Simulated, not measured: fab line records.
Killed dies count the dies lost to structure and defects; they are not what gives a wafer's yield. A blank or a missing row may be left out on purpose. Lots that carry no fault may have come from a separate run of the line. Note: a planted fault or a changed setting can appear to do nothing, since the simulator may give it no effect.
Commonality check across tools -- flow gf180mcu -- 36 wafers sampled across 12 lots

THE REASON FOR OPENING IT
GF_VT_IMPLANT_RS_MEAS_47, reading NWELL_RS: flagged on 2 of 12 lots. Wafers without a fault read 487.8 ohm/sq, standard deviation 1.1.
Rule: a lot is flagged in two cases, either no wafer of it has a number, or all its wafers with numbers fall more than 4 standard deviations from that mean. All remaining lots are regarded as sound.

lot,measured,on,"NWELL_RS (ohm/sq), wafer by wafer",flag
L701,day 7 11:46,filmMetro-01,486.8 488.4 487.8,
L702,day 7 21:11,filmMetro-04,488.4 486.6 486.1,
L704,day 8 08:31,filmMetro-04,487.4 488.2 488.3,
L705,day 8 13:58,filmMetro-02,487.4 488.4 488.4,
L708,day 9 13:02,filmMetro-04,488.5 487.8 487.9,
L711,day 10 08:35,filmMetro-04,488.3 487.0 487.3,
L712,day 10 14:59,filmMetro-01,488.6 489.3 489.2,
L713,day 10 21:51,filmMetro-04,486.0 487.1 487.5,
L714,day 11 07:44,filmMetro-04,489.0 488.9 489.2,
L717,day 12 00:50,filmMetro-02,488.3 488.8 489.0,
L723,day 13 16:39,filmMetro-01,477.2 477.9 477.9,FLAGGED
L724,day 14 04:17,filmMetro-01,477.9 478.5 477.5,FLAGGED
On average the flagged lots' numbers are 477.8 ohm/sq, which is -10.0 ohm/sq against the usual, or -9 standard deviations.

TOOL THAT RAN EACH LOT
The record keeps 1 process step preceding the reading, out of 602 steps on the route. Cell contents, in order: the tool; ch with the chambers the sampled wafers went through; the start.
lot,flag,GF_NWELL_IMPLANT_09
L701,,"implanter-04 ch 0, day 3 06:29"
L702,,"implanter-04 ch 0, day 3 14:00"
L704,,"implanter-03 ch 0, day 3 23:21"
L705,,"implanter-03 ch 0, day 4 04:35"
L708,,"implanter-04 ch 0, day 4 21:48"
L711,,"implanter-04 ch 0, day 5 15:02"
L712,,"implanter-04 ch 0, day 5 20:47"
L713,,"implanter-01 ch 0, day 6 00:34"
L714,,"implanter-03 ch 0, day 6 08:37"
L717,,"implanter-04 ch 0, day 6 22:21"
L723,FLAGGED,"implanter-04 ch 0, day 8 06:16"
L724,FLAGGED,"implanter-04 ch 0, day 8 15:54"
What is done by these steps:
- GF_NWELL_IMPLANT_09
- GF_VT_IMPLANT_RS_MEAS_47: measures by four-point-probe.

FLAGGED OVER TOTAL, TOOL BY TOOL (the gauges that took the reading come last)
step,tool,lots run,flagged,share of the flagged lots,sound lots run after its first flagged lot
GF_NWELL_IMPLANT_09,implanter-01,1,0,none,-
GF_NWELL_IMPLANT_09,implanter-03,3,0,none,-
GF_NWELL_IMPLANT_09,implanter-04,8,2,all,0
GF_VT_IMPLANT_RS_MEAS_47,filmMetro-01,4,2,all,0
GF_VT_IMPLANT_RS_MEAS_47,filmMetro-02,2,0,none,-
GF_VT_IMPLANT_RS_MEAS_47,filmMetro-04,6,0,none,-

THE TABLE: WHAT IT ALLOWS
Table rows that saw every flagged lot: 2, namely implanter-04 at GF_NWELL_IMPLANT_09 and filmMetro-01 at GF_VT_IMPLANT_RS_MEAS_47.
- implanter-04 at GF_NWELL_IMPLANT_09 ran 8 lots, 2 of them flagged. It ran its last sound lot, L717, at day 6 22:21 and its first flagged lot, L723, at day 8 06:16: a fault with its onset between the two fits. Its own readings (tiltDeg) fall more than 4 standard deviations out on all wafers of the flagged lots.
- filmMetro-01 at GF_VT_IMPLANT_RS_MEAS_47 ran 4 lots, 2 of them flagged. It ran its last sound lot, L712, at day 10 14:59 and its first flagged lot, L723, at day 13 16:39: a fault with its onset between the two fits.
These 2 tools cannot be told apart by counting lots, since each of them fits a fault that started at some hour. More lots, or a look at what each step does to the wafer, might.

WHAT THE SIMULATOR HAD PUT IN
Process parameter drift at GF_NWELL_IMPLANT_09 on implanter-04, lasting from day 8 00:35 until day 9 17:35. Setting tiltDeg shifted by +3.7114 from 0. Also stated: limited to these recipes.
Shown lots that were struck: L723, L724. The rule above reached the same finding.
